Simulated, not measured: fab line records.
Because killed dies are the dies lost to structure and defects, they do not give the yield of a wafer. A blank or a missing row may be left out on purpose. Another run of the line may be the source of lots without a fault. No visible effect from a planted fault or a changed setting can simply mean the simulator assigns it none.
fab line records | flow sfq_line | part 2 of 2: steps 26 to 35 of 35
record lots=5 | wafers=15 | last_day=80
route steps=325 shown I2@103 M3@118 I3@133
lots that met no fault: taken from a fault-free run of the same line
start_h: the number of hours between the record's first day and the start of the first shown wafer of the lot | wait_h: time in hours since the lot's previous step | " the same as in the row above | L1.1+2: several wafers, shown together as one row | - value missing, or start not given | * or withheld: withheld | < > ~ a bound
route shown NAME@n: a module of which the file shows steps, and the number in the route of the first | usual: the fault-free wafers' mean and standard deviation | same: alike in all rows | chamber/n: place in a boat | sites: each site's reading | _std_site: standard deviation across them | _edge_site: the outer-site mean with the inner-site mean subtracted | radius_mm: how far each site lies from the wafer's centre | mask NAME#n: copy n | behind: the tool/chamber that last shaped the wafer | hold: cause of the lot's hold/its duration in hours/its outcome | device: names the non-switching transistor (n, p or np) | end of line: the same wafers' tests at the end of the route | a step with no rows: only its recipe | killed: dies that structure and defects cost at the first sort, which is not the same as the wafer's yield | map: per-die view of a wafer (x killed, . not killed, _ where there is no die)
set.NAME: the setting as run; set.NAME@STEP: as run at that earlier step | model.NAME: the simulator's own value behind a step, which no gauge read
lots at selected steps of the route; one table per step, one row per wafer
services: from which hour (start_h, from the record's first day; less than 0 if before it) a tool's chamber was out of use, for how many hours, and why
## steps
# step SFQ_TRILAYER_M3_BARC_OPEN_METAL_ETCH_100
# recipe mask_material=PR | chemistry=O2 | target_depth_nm=125 | target=BARC | icp_w=600 | bias_w=80 | pressure_mtorr=10 | time_s=41.7
# usual drypump_motor_current_A=5.9/0.53 | oes_product_au=0.685/0.0046
lot.wafer | tool         | chamber | start_h | wait_h | drypump_motor_current_A | oes_product_au | rf_hours_counter_h
L082.1    | rie_metal-01 | 0       | 1009.17 | 0.0    | 5.9                     | 0.687          | 66
L082.4    | "            | 0       | "       | "      | 5.8                     | 0.690          | -
L082.5    | "            | 0       | "       | "      | 5.8                     | 0.683          | -
L083.2    | rie_metal-02 | 1       | 1036.89 | 0.0    | 6.0                     | 0.686          | 66
L083.4    | "            | 0       | "       | "      | 4.9                     | 0.694          | -
L083.5    | "            | 0       | "       | "      | 4.8                     | 0.690          | -
L088.1    | rie_metal-01 | 0       | 1077.69 | 0.0    | 5.9                     | 0.678          | 76
L088.2    | "            | 1       | "       | "      | 6.1                     | 0.691          | 102
L088.3    | "            | 1       | "       | "      | 6.1                     | 0.682          | -
L093.1    | rie_metal-01 | 1       | 1113.69 | 0.0    | 6.1                     | 0.688          | 106
L093.4    | "            | 0       | "       | "      | 5.9                     | 0.684          | -
L093.6    | "            | 0       | "       | "      | 5.8                     | 0.684          | -
L096.2    | rie_metal-03 | 0       | 1157.44 | 0.0    | 6.3                     | 0.686          | 147
L096.4    | "            | 1       | "       | "      | 6.4                     | 0.681          | -
L096.6    | "            | 0       | "       | "      | 6.3                     | 0.692          | -
# step SFQ_TRILAYER_M3_ETCH_METAL_ETCH_078
# recipe target=Nb | stop_on=SiO2 | mask_material=PR | chemistry=Cl2/Ar | target_depth_nm=240 | icp_w=600 | bias_w=80 | pressure_mtorr=10 | time_s=120
# usual drypump_motor_current_A=5.9/0.53 | oes_product_au=0.894/0.0068
lot.wafer | tool         | chamber | start_h | wait_h | drypump_motor_current_A | oes_product_au | rf_hours_counter_h
L082.1    | rie_metal-01 | 0       | 1009.23 | 0.0    | 5.8                     | 0.896          | 66
L082.4    | "            | 0       | "       | "      | 5.8                     | 0.898          | -
L082.5    | "            | 0       | "       | "      | 5.9                     | 0.888          | -
L083.2    | rie_metal-02 | 1       | 1036.95 | 0.0    | 6.0                     | 0.894          | 66
L083.4    | "            | 0       | "       | "      | 4.8                     | 0.901          | -
L083.5    | "            | 0       | "       | "      | 4.8                     | 0.891          | -
L088.1    | rie_metal-01 | 0       | 1077.75 | 0.0    | 5.9                     | 0.898          | 76
L088.2    | "            | 1       | "       | "      | 6.1                     | 0.883          | 102
L088.3    | "            | 1       | "       | "      | 6.1                     | 0.890          | -
L093.1    | rie_metal-01 | 1       | 1113.75 | 0.0    | 6.0                     | 0.889          | 106
L093.4    | "            | 0       | "       | "      | 5.8                     | 0.890          | -
L093.6    | "            | 0       | "       | "      | 5.8                     | 0.891          | -
L096.2    | rie_metal-03 | 0       | 1157.50 | 0.0    | 6.3                     | 0.899          | 147
L096.4    | "            | 1       | "       | "      | 6.4                     | 0.892          | -
L096.6    | "            | 0       | "       | "      | 6.3                     | 0.892          | -
# step SFQ_TRILAYER_M3_STRIP_STRIP_079
# recipe gas=O2 | power_w=200 | platen_temp_c=40 | overash_fraction=0.65 | chemistry=O2 | pressure_mtorr=50
# usual drypump_motor_current_A=5.9/0.53 | oes_product_au=0.999/0.0099 | platen_temp_c=40.00/0.13
lot.wafer | tool         | chamber | start_h | wait_h | drypump_motor_current_A | oes_product_au | platen_temp_c | rf_hours_counter_h
L082.1    | rie_metal-01 | 0       | 1009.35 | 0.1    | 5.9                     | 0.999          | 39.88         | 67
L082.4    | "            | 0       | "       | "      | 5.9                     | 0.999          | 39.87         | -
L082.5    | "            | 0       | "       | "      | 5.8                     | 1.005          | 39.94         | -
L083.2    | rie_metal-02 | 1       | 1037.08 | 0.1    | 6.0                     | 0.987          | 39.91         | 66
L083.4    | "            | 0       | "       | "      | 4.8                     | 1.008          | 39.93         | -
L083.5    | "            | 0       | "       | "      | 4.8                     | 1.011          | 39.95         | -
L088.1    | rie_metal-01 | 0       | 1077.88 | 0.1    | 5.9                     | 0.989          | 40.02         | 76
L088.2    | "            | 1       | "       | "      | 6.0                     | 1.004          | 40.04         | 102
L088.3    | "            | 1       | "       | "      | 6.1                     | 0.996          | 40.08         | -
L093.1    | rie_metal-01 | 1       | 1113.88 | 0.1    | 6.1                     | 0.998          | 40.03         | 106
L093.4    | "            | 0       | "       | "      | 5.9                     | 0.984          | 40.04         | -
L093.6    | "            | 0       | "       | "      | 5.9                     | 0.988          | 40.11         | -
L096.2    | rie_metal-03 | 0       | 1157.63 | 0.1    | 6.3                     | 0.991          | 40.05         | 147
L096.4    | "            | 1       | "       | "      | 6.4                     | 0.982          | 40.25         | -
L096.6    | "            | 0       | "       | "      | 6.3                     | 0.999          | 40.05         | -
# step SFQ_TRILAYER_M3_STRIP_SOLV_CLEAN_080
# recipe chemistry=NMP | temp_c=70 | time_s=600
# usual temp_c=69.99/0.11
lot.wafer | tool         | chamber | start_h | wait_h | temp_c
L082.1    | wet_bench-04 | 2       | 1009.95 | 0.4    | 69.96
L082.4    | "            | 4       | "       | "      | 70.04
L082.5    | "            | 7       | "       | "      | 70.00
L083.2    | wet_bench-02 | 4       | 1037.68 | 0.4    | 69.78
L083.4    | "            | 3       | "       | "      | 70.13
L083.5    | "            | 7       | "       | "      | 69.76
L088.1    | wet_bench-04 | 5       | 1078.48 | 0.4    | 69.95
L088.2    | "            | 2       | "       | "      | 70.00
L088.3    | "            | 3       | "       | "      | 70.19
L093.1    | wet_bench-02 | 3       | 1114.48 | 0.4    | 70.16
L093.4    | "            | 4       | "       | "      | 70.10
L093.6    | "            | 5       | "       | "      | 70.04
L096.2    | wet_bench-02 | 2       | 1158.23 | 0.4    | 69.97
L096.4    | "            | 6       | "       | "      | 70.28
L096.6    | "            | 0       | "       | "      | 70.06
# step SFQ_TRILAYER_I3_DEP_PECVD_081
# recipe material=SiO2 | temp_c=150 | time_s=111.11 | pressure_torr=2.4 | rf_w=183.3 | precursor=SiH4/N2O | target_thk_nm=500
# usual heater_power_w=86/22 | throttle_valve_pct=24.6/1.7
lot.wafer | tool     | chamber | start_h | wait_h | heater_power_w | throttle_valve_pct
L082.1    | pecvd-04 | 0       | 1010.13 | 0.0    | 63             | 23.0
L082.4    | "        | 0       | "       | "      | 65             | 22.9
L082.5    | "        | 2       | "       | "      | 106            | 22.7
L083.2    | pecvd-01 | 1       | 1037.85 | 0.0    | 82             | 26.3
L083.4    | "        | 2       | "       | "      | 82             | 25.2
L083.5    | "        | 0       | "       | "      | 82             | 25.4
L088.1    | pecvd-01 | 0       | 1078.65 | 0.0    | 84             | 25.6
L088.2    | "        | 2       | "       | "      | 77             | 25.1
L088.3    | "        | 1       | "       | "      | 83             | 26.1
L093.1    | pecvd-04 | 2       | 1114.65 | 0.0    | 108            | 22.6
L093.4    | "        | 1       | "       | "      | 106            | 23.6
L093.6    | "        | 2       | "       | "      | 91             | 22.8
L096.2    | pecvd-03 | 2       | 1158.40 | 0.0    | 78             | 28.8
L096.4    | "        | 0       | "       | "      | 62             | 23.8
L096.6    | "        | 1       | "       | "      | 91             | 26.1
# step SFQ_TRILAYER_I3_CMP_CMP_082
# recipe material=SiO2 | down_force_psi=3 | platen_rpm=60 | pad_velocity_m_s=0.94248
# usual motor_current_A=10.1/0.95 | time_to_endpoint_s=212/8.3
lot.wafer | tool   | chamber | start_h | wait_h | motor_current_A | time_to_endpoint_s
L082.4    | cmp-01 | 2       | 1059.83 | 49.6   | 9.6             | 215
L082.1    | "      | 3       | "       | "      | 9.6             | 222
L082.5    | "      | 2       | 1061.83 | 51.6   | 9.6             | 215
L083.2    | cmp-02 | 3       | 1084.35 | 46.5   | 10.0            | 218
L083.4    | "      | 0       | "       | "      | 9.3             | 220
L083.5    | "      | 1       | "       | "      | 8.9             | 232
L088.2    | cmp-02 | 1       | 1114.35 | 35.7   | 9.3             | 223
L088.1    | "      | 2       | "       | "      | 9.8             | 214
L088.3    | "      | 0       | 1115.85 | 37.2   | 9.2             | 202
L093.1    | cmp-01 | 1       | 1135.33 | 20.6   | 11.3            | 202
L093.4    | "      | 2       | "       | "      | 9.2             | 200
L093.6    | "      | 0       | 1136.83 | 22.1   | 10.8            | 201
L096.4    | cmp-01 | 2       | 1170.83 | 12.3   | 9.4             | 199
L096.2    | "      | 1       | 1172.33 | 13.9   | 11.6            | 193
L096.6    | "      | 3       | 1173.33 | 14.8   | 9.8             | 208
# step SFQ_I3_BOW_MEAS_922
# recipe mode=bow
# usual I3_BOW=4/7.7
lot.wafer | tool          | chamber | start_h | wait_h | I3_BOW[um]
L082.1    | film_metro-04 | -       | 1062.83 | 2.0    | 7
L082.4    | "             | -       | "       | "      | 0
L082.5    | "             | -       | "       | "      | 13
L083.2    | film_metro-01 | -       | 1086.37 | 1.5    | -5
L083.4    | "             | -       | "       | "      | -2
L083.5    | "             | -       | "       | "      | -2
L088.1    | film_metro-03 | -       | 1117.35 | 2.0    | 11
L088.2    | "             | -       | "       | "      | 8
L088.3    | "             | -       | "       | "      | 5
L093.1    | film_metro-04 | -       | 1137.83 | 2.0    | 11
L093.4    | "             | -       | "       | "      | 15
L093.6    | "             | -       | "       | "      | 4
L096.2    | film_metro-04 | -       | 1173.85 | 1.0    | 8
L096.4    | "             | -       | "       | "      | 5
L096.6    | "             | -       | "       | "      | 5
# step SFQ_TRILAYER_I3_METRO_MEASURE_083
# usual thk_nm=199.4/1.2
lot.wafer | tool          | chamber | start_h | wait_h | thk_nm
L082.1    | film_metro-04 | -       | 1062.95 | 0.1    | 200.7
L082.4    | "             | -       | "       | "      | 197.9
L082.5    | "             | -       | "       | "      | 199.6
L083.2    | film_metro-01 | -       | 1086.67 | 0.3    | 199.0
L083.4    | "             | -       | "       | "      | 197.8
L083.5    | "             | -       | "       | "      | 200.1
L088.1    | film_metro-03 | -       | 1117.47 | 0.1    | 197.5
L088.2    | "             | -       | "       | "      | 201.5
L088.3    | "             | -       | "       | "      | 199.9
L093.1    | film_metro-04 | -       | 1137.95 | 0.1    | 199.4
L093.4    | "             | -       | "       | "      | 199.5
L093.6    | "             | -       | "       | "      | 197.4
L096.2    | film_metro-04 | -       | 1174.15 | 0.3    | 197.6
L096.4    | "             | -       | "       | "      | 198.9
L096.6    | "             | -       | "       | "      | 199.4
# step SFQ_TRILAYER_I3_VIA_LITHO_COAT_090
# recipe resist=BARC | spin_rpm=3000 | resist_thk_nm=62
# usual exhaust_pa=44.8/0.8
lot.wafer | tool           | chamber | start_h | wait_h | exhaust_pa
L082.1    | litho_track-02 | 0       | 1064.15 | 1.0    | 44.3
L082.4    | "              | 0       | "       | "      | 44.8
L082.5    | "              | 0       | "       | "      | 44.5
L083.2    | litho_track-01 | 0       | 1087.72 | 0.8    | 45.5
L083.4    | "              | 0       | "       | "      | 47.1
L083.5    | "              | 0       | "       | "      | 45.9
L088.1    | litho_track-02 | 0       | 1118.67 | 1.0    | 44.0
L088.2    | "              | 0       | "       | "      | 45.1
L088.3    | "              | 0       | "       | "      | 44.8
L093.1    | litho_track-03 | 0       | 1139.15 | 1.0    | 44.5
L093.4    | "              | 0       | "       | "      | 43.7
L093.6    | "              | 0       | "       | "      | 44.0
L096.2    | litho_track-02 | 0       | 1175.20 | 0.8    | 44.2
L096.4    | "              | 0       | "       | "      | 43.9
L096.6    | "              | 0       | "       | "      | 44.5
# step SFQ_TRILAYER_I3_VIA_LITHO_COAT_085
# recipe resist=KrF | spin_rpm=3000 | resist_thk_nm=650
# usual exhaust_pa=45.0/0.78
lot.wafer | tool           | chamber | start_h | wait_h | exhaust_pa
L082.1    | litho_track-02 | 0       | 1064.45 | 0.2    | 44.4
L082.4    | "              | 0       | "       | "      | 45.5
L082.5    | "              | 0       | "       | "      | 44.2
L083.2    | litho_track-01 | 0       | 1088.02 | 0.2    | 45.4
L083.4    | "              | 0       | "       | "      | 44.7
L083.5    | "              | 0       | "       | "      | 45.1
L088.1    | litho_track-02 | 0       | 1118.97 | 0.2    | 44.9
L088.2    | "              | 0       | "       | "      | 44.9
L088.3    | "              | 0       | "       | "      | 44.6
L093.1    | litho_track-03 | 0       | 1139.45 | 0.2    | 45.2
L093.4    | "              | 0       | "       | "      | 45.7
L093.6    | "              | 0       | "       | "      | 45.1
L096.2    | litho_track-02 | 0       | 1175.50 | 0.2    | 44.2
L096.4    | "              | 0       | "       | "      | 46.6
L096.6    | "              | 0       | "       | "      | 45.1
## services
tool           | chamber | start_h | hours | kind
film_metro-04  | -       | 720.79  | 0.9   | pm
rie_diel-02    | 1       | 731.00  | 7.6   | repair
film_metro-04  | -       | 742.13  | 0.4   | pm
rie_metal-01   | 1       | 745.96  | 3.2   | repair
rie_metal-01   | 1       | 784.84  | 14.5  | repair
krf_scanner-02 | -       | 785.42  | 0.8   | pm
krf_scanner-02 | -       | 796.97  | 1.0   | pm
film_metro-04  | -       | 806.66  | 0.8   | pm
krf_scanner-02 | -       | 811.95  | 1.3   | pm
krf_scanner-02 | -       | 887.12  | 1.4   | repair
rie_diel-02    | 1       | 898.81  | 3.8   | repair
krf_scanner-02 | -       | 901.84  | 0.8   | repair
krf_scanner-02 | -       | 909.38  | 0.4   | repair
rie_diel-02    | 1       | 952.61  | 3.9   | repair
film_metro-04  | -       | 965.79  | 0.4   | pm
krf_scanner-02 | -       | 966.60  | 1.0   | pm
krf_scanner-02 | -       | 982.80  | 0.2   | repair
film_metro-04  | -       | 987.13  | 1.8   | pm
krf_scanner-02 | -       | 987.22  | 1.3   | pm
film_metro-04  | -       | 1015.18 | 5.7   | repair
film_metro-04  | -       | 1051.66 | 0.6   | pm
rie_metal-01   | -       | 1082.09 | 14.6  | pm
rie_diel-02    | 3       | 1084.79 | 1.5   | repair
rie_metal-01   | -       | 1154.84 | 28.1  | pm
